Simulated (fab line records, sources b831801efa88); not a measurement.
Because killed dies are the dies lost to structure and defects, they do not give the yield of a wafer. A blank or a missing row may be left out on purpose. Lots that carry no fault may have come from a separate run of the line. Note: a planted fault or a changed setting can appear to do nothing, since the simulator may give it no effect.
fab line records	flow gf180mcu
record lots=14	wafers=42	last_day=34
route steps=602 shown VT_IMPLANT@100 HV_LDD@197
lots untouched by any fault: they come from a run of this same line in which no faults occurred
start_h: start of the lot's first displayed wafer, in hours after the record's first day	wait_h: how many hours have passed since the lot's step before this one	" the same as in the row above	L1.1+2: a single row standing in for several wafers	- value missing, or start not given	* or withheld: withheld	< > ~ a bound
route shown NAME@n: NAME is a module with steps in the file, n the number in the route of the first one	usual: the fault-free wafers' mean and standard deviation	same: alike in all rows	chamber/n: place in a boat	sites: each site's reading	_std_site: the values' standard deviation	_edge_site: inner sites' mean taken away from outer sites' mean	radius_mm: how far each site lies from the wafer's centre	mask NAME#n: copy n	behind: the tool/chamber that last shaped the wafer	hold: why the lot was held/for how many hours/how that ended	device: the n, p or np transistor that did not switch	end of line: the same wafers' tests at the end of the route	a step without rows: its recipe alone	killed: dies lost to structure and defects at the first sort, not the wafer's yield	map: per-die view of a wafer (x killed, . not killed, _ where there is no die)
set.NAME: the run value of the setting; set.NAME@STEP: its run value at that earlier step	model.NAME: the simulator's own value behind a step, which no gauge read
steps of the route over a sample of lots; a table a step, a row a wafer
services: the hour from which a tool's chamber was out of use, counted from the record's first day as start_h (under 0 if before that day), plus the number of hours and why
## steps
# step GF_VT_IMPLANT_TW_MEAS_10
# usual VT_IMPLANT_TW=555/3.1
lot.wafer	tool	chamber	start_h	wait_h	VT_IMPLANT_TW
L178.1	film_metro-03	-	112.50	0.1	559
L178.4	"	-	"	"	558
L178.6	"	-	"	"	560
L180.2	film_metro-03	-	129.55	0.1	559
L180.3	"	-	"	"	562
L180.5	"	-	"	"	558
L182.1	film_metro-03	-	146.92	0.1	557
L182.2	"	-	"	"	559
L182.3	"	-	"	"	558
L183.2	film_metro-03	-	156.18	0.1	558
L183.3	"	-	"	"	563
L183.4	"	-	"	"	559
L184.1	film_metro-03	-	160.74	0.1	558
L184.4	"	-	"	"	557
L184.5	"	-	"	"	559
L187.1	film_metro-02	-	178.60	0.1	555
L187.2	"	-	"	"	557
L187.4	"	-	"	"	557
L189.3	film_metro-02	-	185.97	0.1	551
L189.4	"	-	"	"	556
L189.6	"	-	"	"	556
L195.1	film_metro-03	-	219.74	0.1	558
L195.2	"	-	"	"	559
L195.3	"	-	"	"	558
L196.4	film_metro-02	-	228.17	0.1	556
L196.5	"	-	"	"	556
L196.6	"	-	"	"	554
L197.3	film_metro-01	-	231.62	0.1	549
L197.5	"	-	"	"	552
L197.6	"	-	"	"	550
L198.2	film_metro-01	-	235.86	0.1	550
L198.4	"	-	"	"	551
L198.5	"	-	"	"	553
L199.3	film_metro-02	-	243.81	0.1	558
L199.4	"	-	"	"	558
L199.6	"	-	"	"	554
L200.1	film_metro-01	-	251.65	0.1	554
L200.2	"	-	"	"	555
L200.5	"	-	"	"	558
L201.3	film_metro-03	-	255.28	0.1	551
L201.4	"	-	"	"	554
L201.6	"	-	"	"	555
# step GF_HV_LDD_IMPLANT_21
# recipe species=BF2	energy_kev=25	dose_cm2=5e+13	tilt_deg=7
# usual dose_ions_cm2=4.999e+13/5.4e+10	end_station_pressure_torr=5.2e-06/2.9e-07	faraday_current_uA=282/5.2
# same implant_ion_amu=49
lot.wafer	tool	chamber	start_h	wait_h	dose_ions_cm2	end_station_pressure_torr	faraday_current_uA
L178.1	implanter-02	0	240.07	0.0	5e+13	5.04e-06	299
L178.4	"	0	"	"	4.995e+13	5.48e-06	286
L178.6	"	0	"	"	4.989e+13	5.23e-06	286
L180.2	implanter-03	0	257.28	0.0	4.988e+13	5.63e-06	280
L180.3	"	0	"	"	4.998e+13	5.87e-06	286
L180.5	"	0	"	"	4.997e+13	4.98e-06	281
L182.1	implanter-02	0	278.02	0.0	5.002e+13	5.5e-06	287
L182.2	"	0	"	"	4.994e+13	5.4e-06	284
L182.3	"	0	"	"	4.997e+13	5.23e-06	281
L183.2	implanter-02	0	291.06	0.0	5.001e+13	5.34e-06	281
L183.3	"	0	"	"	5e+13	5.49e-06	287
L183.4	"	0	"	"	4.992e+13	5.33e-06	279
L184.1	implanter-03	0	297.63	0.0	5.005e+13	5.06e-06	275
L184.4	"	0	"	"	5.01e+13	5.26e-06	280
L184.5	"	0	"	"	5.011e+13	4.96e-06	276
L187.1	implanter-04	0	319.07	0.0	5.004e+13	5.05e-06	282
L187.2	"	0	"	"	5.002e+13	5.2e-06	276
L187.4	"	0	"	"	4.999e+13	5.1e-06	280
L189.3	implanter-04	0	328.81	0.1	4.994e+13	5.39e-06	283
L189.4	"	0	"	"	5.008e+13	4.94e-06	287
L189.6	"	0	"	"	5.002e+13	5.11e-06	289
L195.1	implanter-02	0	368.92	0.0	5.004e+13	4.95e-06	285
L195.2	"	0	"	"	5e+13	5.07e-06	271
L195.3	"	0	"	"	5.002e+13	5.42e-06	287
L196.4	implanter-04	0	383.68	0.1	8.406e+13	5.95e-06	468
L196.5	"	0	"	"	8.398e+13	5e-06	463
L196.6	"	0	"	"	8.404e+13	4.67e-06	475
L197.3	implanter-04	0	390.72	0.1	8.401e+13	5.35e-06	489
L197.5	"	0	"	"	8.408e+13	5.41e-06	464
L197.6	"	0	"	"	8.403e+13	5.17e-06	477
L198.2	implanter-03	0	393.38	0.0	4.995e+13	5.15e-06	286
L198.4	"	0	"	"	4.998e+13	5.24e-06	283
L198.5	"	0	"	"	5.005e+13	5.01e-06	275
L199.3	implanter-02	0	399.76	0.1	5.003e+13	5.35e-06	281
L199.4	"	0	"	"	5.008e+13	4.93e-06	286
L199.6	"	0	"	"	5.005e+13	5.29e-06	277
L201.3	implanter-02	0	417.17	0.1	4.994e+13	4.69e-06	287
L201.4	"	0	"	"	5.003e+13	5.55e-06	279
L201.6	"	0	"	"	4.993e+13	5.31e-06	279
L200.1	implanter-02	0	418.28	0.0	5.003e+13	5.27e-06	289
L200.2	"	0	"	"	5.009e+13	5.42e-06	284
L200.5	"	0	"	"	4.997e+13	5.07e-06	283
# step GF_HV_LDD_TW_MEAS_23
# usual HV_LDD_2_TW=1054/4.7
lot.wafer	tool	chamber	start_h	wait_h	HV_LDD_2_TW
L178.1	film_metro-01	-	240.32	0.1	1046
L178.4	"	-	"	"	1051
L178.6	"	-	"	"	1055
L180.2	film_metro-01	-	257.52	0.1	1060
L180.3	"	-	"	"	1056
L180.5	"	-	"	"	1060
L182.1	film_metro-04	-	278.27	0.1	1053
L182.2	"	-	"	"	1059
L182.3	"	-	"	"	1062
L183.2	film_metro-04	-	291.29	0.1	1054
L183.3	"	-	"	"	1052
L183.4	"	-	"	"	1054
L184.1	film_metro-01	-	297.88	0.1	1060
L184.4	"	-	"	"	1062
L184.5	"	-	"	"	1059
L187.1	film_metro-02	-	319.32	0.1	1059
L187.2	"	-	"	"	1056
L187.4	"	-	"	"	1052
L189.3	film_metro-04	-	329.03	0.1	1046
L189.4	"	-	"	"	1048
L189.6	"	-	"	"	1041
L195.1	film_metro-04	-	369.17	0.1	1059
L195.2	"	-	"	"	1052
L195.3	"	-	"	"	1055
L196.4	film_metro-01	-	383.89	0.1	1235
L196.5	"	-	"	"	1235
L196.6	"	-	"	"	1230
L197.3	film_metro-01	-	390.94	0.1	1239
L197.5	"	-	"	"	1243
L197.6	"	-	"	"	1237
L198.2	film_metro-04	-	393.61	0.1	1052
L198.4	"	-	"	"	1047
L198.5	"	-	"	"	1053
L199.3	film_metro-04	-	399.98	0.1	1053
L199.4	"	-	"	"	1053
L199.6	"	-	"	"	1052
L201.3	film_metro-01	-	417.39	0.1	1055
L201.4	"	-	"	"	1055
L201.6	"	-	"	"	1053
L200.1	film_metro-02	-	418.53	0.1	1056
L200.2	"	-	"	"	1051
L200.5	"	-	"	"	1059
# step GF_HV_LDD_TW_MEAS_38
# usual HV_LDD_3_TW=1431/6.2
lot.wafer	tool	chamber	start_h	wait_h	HV_LDD_3_TW
L178.1	film_metro-04	-	260.01	0.1	1428
L178.4	"	-	"	"	1428
L178.6	"	-	"	"	1420
L180.2	film_metro-01	-	277.37	0.1	1433
L180.3	"	-	"	"	1426
L180.5	"	-	"	"	1431
L182.1	film_metro-04	-	300.03	0.1	1430
L182.2	"	-	"	"	1434
L182.3	"	-	"	"	1433
L183.2	film_metro-02	-	311.94	0.1	1430
L183.3	"	-	"	"	1437
L183.4	"	-	"	"	1436
L184.1	film_metro-02	-	319.51	0.1	1438
L184.4	"	-	"	"	1442
L184.5	"	-	"	"	1430
L187.1	film_metro-04	-	341.63	0.1	1427
L187.2	"	-	"	"	1428
L187.4	"	-	"	"	1425
L189.3	film_metro-04	-	350.86	0.1	1435
L189.4	"	-	"	"	1426
L189.6	"	-	"	"	1433
L195.1	film_metro-01	-	393.01	0.1	1439
L195.2	"	-	"	"	1429
L195.3	"	-	"	"	1435
L196.4	film_metro-02	-	407.71	0.1	1438
L196.5	"	-	"	"	1437
L196.6	"	-	"	"	1438
L197.3	film_metro-04	-	415.52	0.1	1420
L197.5	"	-	"	"	1421
L197.6	"	-	"	"	1413
L198.2	film_metro-01	-	418.01	0.1	1432
L198.4	"	-	"	"	1436
L198.5	"	-	"	"	1426
L199.3	film_metro-01	-	424.77	0.1	1435
L199.4	"	-	"	"	1435
L199.6	"	-	"	"	1429
L201.3	film_metro-02	-	442.65	0.1	1439
L201.4	"	-	"	"	1439
L201.6	"	-	"	"	1435
L200.1	film_metro-02	-	443.98	0.1	1432
L200.2	"	-	"	"	1438
L200.5	"	-	"	"	1436
# step GF_HV_LDD_THK_MEAS_55
# recipe reads=SiO2_of_HV_LDD_CVD_54
# usual HV_LDD_CVD_54_THK=9.96/0.14
lot.wafer	tool	chamber	start_h	wait_h	HV_LDD_CVD_54_THK[nm]
L178.1	film_metro-04	-	281.33	0.0	10.32
L178.4	"	-	"	"	10.20
L178.6	"	-	"	"	10.27
L180.2	film_metro-01	-	299.05	0.0	9.86
L180.3	"	-	"	"	9.92
L180.5	"	-	"	"	10.00
L182.1	film_metro-04	-	321.60	0.0	9.93
L182.2	"	-	"	"	9.91
L182.3	"	-	"	"	10.08
L183.2	film_metro-02	-	334.14	0.0	10.15
L183.3	"	-	"	"	10.13
L183.4	"	-	"	"	10.16
L184.1	film_metro-02	-	343.07	0.0	9.86
L184.4	"	-	"	"	9.93
L184.5	"	-	"	"	9.74
L187.1	film_metro-01	-	365.50	0.0	9.86
L187.2	"	-	"	"	9.99
L187.4	"	-	"	"	9.87
L189.3	film_metro-01	-	374.17	0.0	9.90
L189.4	"	-	"	"	10.03
L189.6	"	-	"	"	9.73
L195.1	film_metro-04	-	418.89	0.0	9.84
L195.2	"	-	"	"	9.85
L195.3	"	-	"	"	9.85
L196.4	film_metro-01	-	433.89	0.0	9.97
L196.5	"	-	"	"	9.84
L196.6	"	-	"	"	10.11
L197.3	film_metro-02	-	441.15	0.0	9.82
L197.5	"	-	"	"	9.81
L197.6	"	-	"	"	9.87
L198.2	film_metro-01	-	443.81	0.0	9.88
L198.4	"	-	"	"	10.00
L198.5	"	-	"	"	9.79
L199.3	film_metro-01	-	451.40	0.0	9.93
L199.4	"	-	"	"	9.86
L199.6	"	-	"	"	9.97
L201.3	film_metro-02	-	468.75	0.0	9.95
L201.4	"	-	"	"	9.95
L201.6	"	-	"	"	9.74
L200.1	film_metro-02	-	470.35	0.0	10.04
L200.2	"	-	"	"	10.08
L200.5	"	-	"	"	10.13
## services
tool	chamber	start_h	hours	kind
implanter-02	-	226.77	2.4	repair
implanter-03	-	266.58	4.7	pm
implanter-03	-	272.34	15.8	pm
implanter-02	-	281.23	8.2	pm
implanter-04	-	330.83	6.8	pm
implanter-03	-	334.39	2.1	pm
## key
first_sign step=GF_HV_LDD_IMPLANT_21	reading=dose_ions_cm2	direction=up	sigmas=99+	usual=4.999e+13	struck=8.403e+13
effect step=GF_HV_LDD_IMPLANT_21	reading=faraday_current_uA	direction=up	sigmas=37	usual=282	struck=473
effect step=GF_HV_LDD_TW_MEAS_23	reading=HV_LDD_2_TW	direction=up	sigmas=38	usual=1054	struck=1236
met_at GF_HV_LDD_IMPLANT_21
struck_lots L196,L197
tester_left_out L196,L197
not_acting_at GF_VT_IMPLANT_TW_MEAS_10,GF_HV_LDD_TW_MEAS_38,GF_HV_LDD_THK_MEAS_55
onset_between 328.81 383.68
fault kind=process_parameter_drift	tool=implanter-04	chamber=-	onset_h=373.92	steps=GF_HV_LDD_IMPLANT_21	channel=dose_cm2	offset=3.4028e+13	shape=step	end_h=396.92	acts_in=these_recipes_only	stated=5e+13
# tester_left_out: of these lots the tester's yield and bins aren't shown, on N5 and GAA mostly nor the transistor test; their killed dies are dies lost to structure and defects alone, not to doping, threshold or leakage, so they don't give the yield
